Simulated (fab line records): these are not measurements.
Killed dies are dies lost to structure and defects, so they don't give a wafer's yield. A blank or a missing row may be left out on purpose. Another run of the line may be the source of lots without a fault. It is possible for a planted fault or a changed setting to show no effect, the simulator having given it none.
Chamber matching | flow gf180mcu | rie si-02 running GF_STI_ETCH_14: 4 sister chambers
The step etches Si in HBr/Cl2/O2, target depth 360 nm, time 102.9 s. 8 wafers are shown with their chamber, then 9 later ones without.

WAFERS, EACH WITH ITS CHAMBER
wafer  | chamber | drypump motor current A (A) | oes product au (a.u.)
L787.1 | 2       | 5.3                         | 0.994
L787.6 | 0       | 6.1                         | 0.999
L789.2 | 0       | 6.1                         | 0.989
L789.3 | 2       | 5.3                         | 0.992
L789.5 | 3       | 5.1                         | 1.000
L793.1 | 1       | 5.5                         | 1.014
L793.2 | 3       | 5.0                         | 1.014
L793.5 | 1       | 5.5                         | 1.005

WAFERS MISSING THEIR CHAMBER
wafer  | drypump motor current A (A) | oes product au (a.u.)
L795.1 | 5.0                         | 1.020
L795.2 | 5.5                         | 1.014
L795.3 | 5.3                         | 0.992
L796.1 | 5.4                         | 0.995
L796.3 | 5.6                         | 1.002
L796.4 | 5.3                         | 0.992
L798.2 | 5.0                         | 1.022
L798.5 | 5.5                         | 1.011
L798.6 | 5.0                         | 1.016

WHICH CHAMBER EACH WENT THROUGH
wafer  | from the rows above     | in truth
L795.1 | 3                       | 3
L795.2 | 1                       | 1
L795.3 | 2                       | 2
L796.1 | can't be placed: 2 or 1 | 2
L796.3 | 1                       | 1
L796.4 | 2                       | 2
L798.2 | 3                       | 3
L798.5 | 1                       | 1
L798.6 | 3                       | 3
Correct placement for 8 of the 9. Can't be placed from these rows: 1 (the true chamber is among the candidates in 1). Wrongly placed: 0.
How it was worked out, from the rows above alone: a wafer's distance from a chamber is the root of the sum, over the readings, of the square of ((its reading less the chamber's mean) divided by the reading's scatter). The wafer belongs to the nearest chamber; if the next one is less than 2 further off, it can't be placed. The mean given for a chamber averages the wafers shown for that chamber. The scatter: take each reading less its chamber's mean, square it, sum over the shown wafers, divide by the number of wafers less the number of chambers, and take the root.
